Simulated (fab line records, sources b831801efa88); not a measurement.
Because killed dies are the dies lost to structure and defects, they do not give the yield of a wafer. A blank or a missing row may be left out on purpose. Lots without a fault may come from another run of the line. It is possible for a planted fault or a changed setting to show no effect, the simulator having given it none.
Matching of chambers + flow gf180mcu + 3 sister chambers for GF_V3_CVD_02 on pecvd-04
The step deposits SiO2 from TEOS, target thk 850 nm, time 94.851 s. 6 wafers are shown with their chamber, then 10 later ones without.

== WAFERS, EACH WITH ITS CHAMBER ==
| wafer  | chamber | heaterPowerW (W) |
|--------|---------|------------------|
| L089.5 | 1       | 793              |
| L090.1 | 2       | 572              |
| L090.3 | 0       | 780              |
| L090.4 | 2       | 445              |
| L091.1 | 0       | 696              |
| L091.4 | 1       | 669              |

== WAFERS WHOSE CHAMBER IS MISSING ==
| wafer  | heaterPowerW (W) |
|--------|------------------|
| L091.5 | 747              |
| L093.2 | 710              |
| L093.3 | 491              |
| L093.6 | 772              |
| L094.4 | 830              |
| L094.5 | 641              |
| L094.6 | 568              |
| L096.1 | 746              |
| L096.3 | 483              |
| L096.4 | 732              |

== CHAMBER TAKEN BY EACH ==
| wafer  | from the rows above          | in truth |
|--------|------------------------------|----------|
| L091.5 | can't be placed: 0 or 1      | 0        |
| L093.2 | can't be placed: 1 or 0      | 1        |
| L093.3 | 2                            | 2        |
| L093.6 | can't be placed: 0 or 1      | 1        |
| L094.4 | can't be placed: 0 or 1      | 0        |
| L094.5 | can't be placed: 1 or 0 or 2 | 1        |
| L094.6 | can't be placed: 2 or 1 or 0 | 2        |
| L096.1 | can't be placed: 0 or 1      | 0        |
| L096.3 | 2                            | 2        |
| L096.4 | can't be placed: 1 or 0      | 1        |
2 of 10 placed correctly. Cannot be placed on the basis of these rows: 8; the candidates contain the true chamber in 8. Placed wrongly: 0.
How it was worked out, from the rows above alone: a wafer's distance from a chamber is the root of the sum, over the readings, of the square of ((its reading less the chamber's mean) divided by the reading's scatter). The wafer belongs to the nearest chamber; if the next one is less than 2 further off, it can't be placed. Each chamber's mean is taken over the wafers shown for it. The scatter is the square root of a quotient: the sum, over the shown wafers, of each reading's squared deviation from its chamber's mean, divided by wafers minus chambers.
